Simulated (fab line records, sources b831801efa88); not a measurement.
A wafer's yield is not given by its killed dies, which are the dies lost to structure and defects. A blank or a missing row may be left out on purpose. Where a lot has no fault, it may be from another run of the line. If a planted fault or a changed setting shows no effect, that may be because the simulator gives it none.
The tool behind it: which one?	flow gf180mcu	42 wafers from 14 lots sampled at 4 of the route's 602 steps

== WHAT THE GAUGES READ, wafer by wafer ==
GF_LVPWELL_OVL_MEAS_07.
lot	measured	on	LVPWELL_OVL (nm)
L641	day 3 22:02	overlay-01	-2.0 -0.8 -0.7
L642	day 4 01:23	overlay-01	-0.2 -1.0 -1.4
L646	day 5 00:39	overlay-02	2.1 2.2 1.6
L647	day 5 05:05	overlay-02	0.4 -0.3 -0.9
L648	day 5 12:48	overlay-02	-0.8 -0.5 -1.1
L650	day 5 21:51	overlay-01	2.7 1.2 0.4
L651	day 6 04:34	overlay-01	-2.1 -3.7 -1.6
L652	day 6 11:46	overlay-01	0.0 0.9 0.7
L654	day 6 23:29	overlay-02	-0.9 0.0 -0.9
L657	day 7 14:20	overlay-01	3.8 1.7 1.3
L659	day 8 02:46	overlay-01	- - -
L660	day 8 09:08	overlay-01	- - -
L663	day 8 23:45	overlay-02	1.3 -0.2 1.2
L664	day 9 07:38	overlay-02	0.2 0.8 2.1

GF_VT_IMPLANT_OVL_MEAS_18.
lot	measured	on	VT_IMPLANT_01_OVL (nm)
L641	day 6 07:45	overlay-01	-3.8 -2.3 -4.0
L642	day 6 10:47	overlay-01	-0.4 -0.9 -0.8
L646	day 7 13:59	overlay-01	0.1 -2.1 -1.1
L647	day 7 17:59	overlay-01	-0.6 0.1 -1.0
L648	day 8 03:03	overlay-01	-1.3 -1.3 -0.8
L650	day 8 12:50	overlay-01	-0.4 0.9 -0.5
L651	day 8 20:42	overlay-01	-2.2 -1.9 -1.6
L652	day 9 04:39	overlay-01	-0.4 -0.8 -1.5
L654	day 9 17:50	overlay-01	-0.5 -1.4 -1.3
L657	day 10 10:29	overlay-01	-1.4 -1.2 -1.6
L659	day 11 00:34	overlay-01	-1.7 -0.8 -0.5
L660	day 11 06:49	overlay-01	-3.2 -1.7 -2.5
L663	day 12 00:45	overlay-01	-0.5 -2.1 0.2
L664	day 12 09:43	overlay-01	-1.5 -2.3 -1.9

== TOOL THAT RAN EACH LOT (tool first, then ch and the chambers of the sampled wafers, then the start) ==
lot	GF_LVPWELL_DEVELOP_06	GF_LVPWELL_STRIP_10
L641	litho track-01 ch 0, day 3 21:00	plasma asher-02 ch 0,1, day 3 22:22
L642	litho track-01 ch 0, day 4 01:00	plasma asher-02 ch 0,1, day 4 01:45
L646	litho track-04 ch 0, day 5 00:00	plasma asher-04 ch 0,1, day 5 00:59
L647	litho track-02 ch 0, day 5 04:00	plasma asher-03 ch 0,1, day 5 05:25
L648	litho track-04 ch 0, day 5 12:00	plasma asher-02 ch 0,1, day 5 13:08
L650	litho track-04 ch 0, day 5 21:00	plasma asher-02 ch 0,1, day 5 22:11
L651	litho track-04 ch 0, day 6 04:00	plasma asher-03 ch 0,1, day 6 04:55
L652	litho track-04 ch 0, day 6 11:00	plasma asher-04 ch 0,1, day 6 12:05
L654	litho track-02 ch 0, day 6 23:00	plasma asher-03 ch 0,1, day 6 23:49
L657	litho track-02 ch 0, day 7 14:00	plasma asher-03 ch 1, day 7 14:40
L659	litho track-04, day 8 02:00	plasma asher-03 ch 0,1, day 8 03:07
L660	litho track-01, day 8 08:00	plasma asher-04 ch 0,1, day 8 09:28
L663	litho track-04 ch 0, day 8 23:00	plasma asher-03 ch 0,1, day 9 00:05
L664	litho track-02 ch 0, day 9 07:00	plasma asher-03 ch 0,1, day 9 07:58
- GF_LVPWELL_DEVELOP_06: develop time 60 s.
- GF_LVPWELL_STRIP_10: strips in O2/N2.

== WHAT THE TOOLS THEMSELVES READ (means of the sampled wafers that have a number; where no wafer has one, the mark that the record gives instead) ==
GF_LVPWELL_DEVELOP_06.
lot	tool	chill plate temp C (C)
L641	litho track-01	23.02
L642	litho track-01	23.08
L646	litho track-04	22.95
L647	litho track-02	22.99
L648	litho track-04	23.05
L650	litho track-04	22.93
L651	litho track-04	23.05
L652	litho track-04	22.96
L654	litho track-02	22.91
L657	litho track-02	23.07
L659	litho track-04	-
L660	litho track-01	-
L663	litho track-04	23.01
L664	litho track-02	22.97

GF_LVPWELL_STRIP_10.
lot	tool	drypump motor current A (A)	heater power w (W)	oes product au (a.u.)	platen temp c (C)	strip time to endpoint s (s)
L641	plasma asher-02	5.5	327	0.718	250.09	36.98
L642	plasma asher-02	5.6	314	0.719	250.02	36.84
L646	plasma asher-04	6.0	337	0.722	249.97	36.81
L647	plasma asher-03	5.9	289	0.721	249.86	36.89
L648	plasma asher-02	5.6	314	0.721	249.92	37.02
L650	plasma asher-02	5.5	328	0.722	249.91	36.83
L651	plasma asher-03	6.0	283	0.721	250.04	36.87
L652	plasma asher-04	6.0	331	0.725	249.91	37.07
L654	plasma asher-03	5.9	303	0.725	249.88	36.90
L657	plasma asher-03	5.7	323	0.722	250.06	36.88
L659	plasma asher-03	6.0	287	0.726	250.05	36.97
L660	plasma asher-04	5.7	317	0.724	250.11	36.95
L663	plasma asher-03	6.0	284	0.724	249.78	36.92
L664	plasma asher-03	6.0	283	0.724	250.05	37.04

== THE ANSWER, worked out from the rows above alone ==
Rule: usual is defined by the lots themselves. Put in order of their means at a reading, lots are off if they are a third of the lots or fewer, leave a main group of 4 or more, and stand apart from it by a gap of 3 or more times the standard deviation of the main group's means; of several such gaps the widest counts. If all means in a main group match to the digits the tables above print for the reading, that group is not used. Also off: a lot with no number at a reading for which 4 or more lots have one. Where the step has rows for the other lots, those lots are counted as sound. First the gauges in route order, then the tools' own readings, where a lot's mean is used as printed above. The first step at which some lot is off is used, and at that step the reading that is off furthest; a lot without a number counts as furthest.
Off: L659, L660, seen at GF_LVPWELL_OVL_MEAS_07 (LVPWELL_OVL). Without a number there: L659, L660. Mean 0.2 nm and standard deviation 1.4 in the main group.
A tool fits if, at a process step before that reading, it ran every lot that is off, and no sound lot after the first of them. Not tried: the gauges at GF_LVPWELL_OVL_MEAS_07; whatever is off there is also off at GF_LVPWELL_DEVELOP_06, on other tools, and gauge error can't account for it. No candidate that was tried fits.

== WHAT THE SIMULATOR HAD PUT IN ==
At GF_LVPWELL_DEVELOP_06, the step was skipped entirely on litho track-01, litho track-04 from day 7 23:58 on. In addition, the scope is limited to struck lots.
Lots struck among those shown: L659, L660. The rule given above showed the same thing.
